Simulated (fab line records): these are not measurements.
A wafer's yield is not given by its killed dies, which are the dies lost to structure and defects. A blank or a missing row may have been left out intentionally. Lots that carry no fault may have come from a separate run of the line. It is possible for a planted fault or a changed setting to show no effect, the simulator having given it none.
Which tool is to blame? + flow sky130 + 42 wafers from 14 lots sampled at 4 of the route's 708 steps

WHAT EACH GAUGE READ, for each wafer
SKY_CAP2M_RS_MEAS_03: uses a four-point probe to measure. Usual: CAP2M_TIN_RS gives 6.90 ohm/sq (standard deviation 0.067).
| lot  | measured     | on            | CAP2M_TIN_RS (ohm/sq) | flag |
|------|--------------|---------------|-----------------------|------|
| L253 | day 41 04:37 | film_metro-03 | 6.97 7.01 6.91        |      |
| L254 | day 41 10:46 | film_metro-03 | 6.96 6.96 6.90        |      |
| L252 | day 41 12:05 | film_metro-04 | 6.89 6.87 6.93        |      |
| L255 | day 41 14:49 | film_metro-02 | 6.99 6.92 7.00        |      |
| L257 | day 42 00:43 | film_metro-04 | 6.92 7.04 6.89        |      |
| L259 | day 42 03:13 | film_metro-04 | 6.96 6.97 6.87        |      |
| L261 | day 42 19:26 | film_metro-03 | 6.92 6.95 6.93        |      |
| L262 | day 43 01:45 | film_metro-02 | 6.92 6.76 6.80        |      |
| L266 | day 43 21:17 | film_metro-02 | 6.93 6.98 6.86        |      |
| L267 | day 44 04:28 | film_metro-02 | 6.81 6.89 6.84        |      |
| L269 | day 44 19:13 | film_metro-02 | 6.90 6.90 6.90        |      |
| L270 | day 44 23:26 | film_metro-04 | 6.87 6.83 6.82        |      |
| L274 | day 46 01:00 | film_metro-02 | 6.90 6.93 7.06        |      |
| L275 | day 46 08:20 | film_metro-02 | 6.93 6.89 6.93        |      |

SKY_METAL4_OVL_MEAS_14. Usual: METAL4_OVL gives 3 nm (standard deviation 5.9).
| lot  | measured     | on         | METAL4_OVL (nm) | flag |
|------|--------------|------------|-----------------|------|
| L253 | day 43 03:59 | overlay-01 | 1 -2 -4         |      |
| L254 | day 43 11:19 | overlay-01 | 6 10 7          |      |
| L252 | day 43 11:40 | overlay-01 | 7 8 11          |      |
| L255 | day 43 14:34 | overlay-02 | 0 1 0           |      |
| L257 | day 43 21:53 | overlay-02 | 6 4 3           |      |
| L259 | day 44 01:54 | overlay-01 | -3 -1 0         |      |
| L261 | day 44 16:50 | overlay-02 | - - -           | OFF  |
| L262 | day 44 22:34 | overlay-02 | - - -           | OFF  |
| L266 | day 45 17:02 | overlay-01 | 11 2 13         |      |
| L267 | day 45 23:43 | overlay-02 | 0 7 -4          |      |
| L269 | day 46 14:34 | overlay-01 | 9 15 10         |      |
| L270 | day 46 18:31 | overlay-01 | 3 2 4           |      |
| L274 | day 47 19:04 | overlay-02 | 7 4 -2          |      |
| L275 | day 48 03:01 | overlay-02 | 5 4 1           |      |

TOOL THAT RAN EACH LOT (tool first, then ch and the chambers of the sampled wafers, then the start)
| lot  | SKY_VIA3_STRIP_16                    | SKY_METAL4_PEB_11                 |
|------|--------------------------------------|-----------------------------------|
| L253 | plasma_asher-03 ch 0,1, day 41 02:46 | litho_track-03 ch 0, day 43 03:00 |
| L254 | plasma_asher-01 ch 0,1, day 41 09:10 | litho_track-04 ch 0, day 43 10:00 |
| L252 | plasma_asher-04 ch 0,1, day 41 10:21 | litho_track-04 ch 0, day 43 11:00 |
| L255 | plasma_asher-01 ch 0,1, day 41 13:13 | litho_track-03 ch 0, day 43 14:00 |
| L257 | plasma_asher-03 ch 0,1, day 41 23:05 | litho_track-03 ch 0, day 43 21:00 |
| L259 | plasma_asher-04 ch 0,1, day 42 01:35 | litho_track-03 ch 0, day 44 01:00 |
| L261 | plasma_asher-03 ch 0,1, day 42 17:50 | litho_track-03, day 44 16:00      |
| L262 | plasma_asher-03 ch 0,1, day 43 00:09 | litho_track-04, day 44 22:00      |
| L266 | plasma_asher-01 ch 1, day 43 19:39   | litho_track-03 ch 0, day 45 16:00 |
| L267 | plasma_asher-04 ch 0,1, day 44 02:51 | litho_track-02 ch 0, day 45 23:00 |
| L269 | plasma_asher-03 ch 0,1, day 44 17:37 | litho_track-03 ch 0, day 46 14:00 |
| L270 | plasma_asher-03 ch 1, day 44 21:46   | litho_track-02 ch 0, day 46 18:00 |
| L274 | plasma_asher-04 ch 0,1, day 45 23:24 | litho_track-03 ch 0, day 47 18:00 |
| L275 | plasma_asher-04 ch 1, day 46 06:43   | litho_track-04 ch 0, day 48 02:00 |
- SKY_VIA3_STRIP_16: strips in O2/N2.
- SKY_METAL4_PEB_11

AS READ BY THE TOOLS THEMSELVES (means over the sampled wafers that have a number; for cases with no such wafer, the mark the record gives instead)
SKY_VIA3_STRIP_16. Usual: drypump_motor_current_A 6.1 A, standard deviation 0.5; oes_product_au 0.403 a.u., standard deviation 0.005; strip_time_to_endpoint_s 4.146 s, standard deviation 0.021.
| lot  | tool            | drypump_motor_current_A (A) | oes_product_au (a.u.) | strip_time_to_endpoint_s (s) | flag |
|------|-----------------|-----------------------------|-----------------------|------------------------------|------|
| L253 | plasma_asher-03 | 5.5                         | 0.402                 | 4.143                        |      |
| L254 | plasma_asher-01 | 5.9                         | 0.404                 | 4.147                        |      |
| L252 | plasma_asher-04 | 6.6                         | 0.398                 | 4.149                        |      |
| L255 | plasma_asher-01 | 6.1                         | 0.403                 | 4.135                        |      |
| L257 | plasma_asher-03 | 5.5                         | 0.399                 | 4.133                        |      |
| L259 | plasma_asher-04 | 6.5                         | 0.401                 | 4.123                        |      |
| L261 | plasma_asher-03 | 5.6                         | 0.401                 | 4.152                        |      |
| L262 | plasma_asher-03 | 5.5                         | 0.404                 | 4.152                        |      |
| L266 | plasma_asher-01 | 6.3                         | 0.407                 | 4.169                        |      |
| L267 | plasma_asher-04 | 6.5                         | 0.399                 | 4.174                        |      |
| L269 | plasma_asher-03 | 5.6                         | 0.404                 | 4.160                        |      |
| L270 | plasma_asher-03 | 5.6                         | 0.396                 | 4.126                        |      |
| L274 | plasma_asher-04 | 6.5                         | 0.399                 | 4.114                        |      |
| L275 | plasma_asher-04 | 6.8                         | 0.403                 | 4.153                        |      |

SKY_METAL4_PEB_11. Usual: exhaust_pa reads 44.7 Pa (standard deviation 1).
| lot  | tool           | exhaust_pa (Pa) | flag |
|------|----------------|-----------------|------|
| L253 | litho_track-03 | 45.3            |      |
| L254 | litho_track-04 | 45.0            |      |
| L252 | litho_track-04 | 45.5            |      |
| L255 | litho_track-03 | 44.7            |      |
| L257 | litho_track-03 | 45.0            |      |
| L259 | litho_track-03 | 44.8            |      |
| L261 | litho_track-03 | -               | OFF  |
| L262 | litho_track-04 | -               | OFF  |
| L266 | litho_track-03 | 45.5            |      |
| L267 | litho_track-02 | 44.2            |      |
| L269 | litho_track-03 | 44.4            |      |
| L270 | litho_track-02 | 45.8            |      |
| L274 | litho_track-03 | 44.9            |      |
| L275 | litho_track-04 | 45.0            |      |

THE ANSWER, worked out from the rows above alone
Rule: a lot is off if the mean of its wafers that have a number lies more than 3 standard deviations from the usual mean. A lot without any number at a reading at which 4 lots or more have one is off too. All remaining lots with rows at the step are treated as sound. The gauges are gone through in route order, then the tools' own readings, and for those a lot's mean is taken as printed above. At the first step where some lot is off, the reading lying furthest off is the one used; lots without a number count as furthest.
Off: L261, L262, at SKY_METAL4_OVL_MEAS_14 (METAL4_OVL). Without a number there: L261, L262.
If a tool, at a process step before that reading, ran all the lots that are off and no sound lot after the first of them, it fits. Not tried: the gauges at SKY_METAL4_OVL_MEAS_14; whatever is off there is also off at SKY_METAL4_PEB_11, on other tools, and gauge error can't account for it. None of those tried fits.

WHAT THE SIMULATOR PUT IN
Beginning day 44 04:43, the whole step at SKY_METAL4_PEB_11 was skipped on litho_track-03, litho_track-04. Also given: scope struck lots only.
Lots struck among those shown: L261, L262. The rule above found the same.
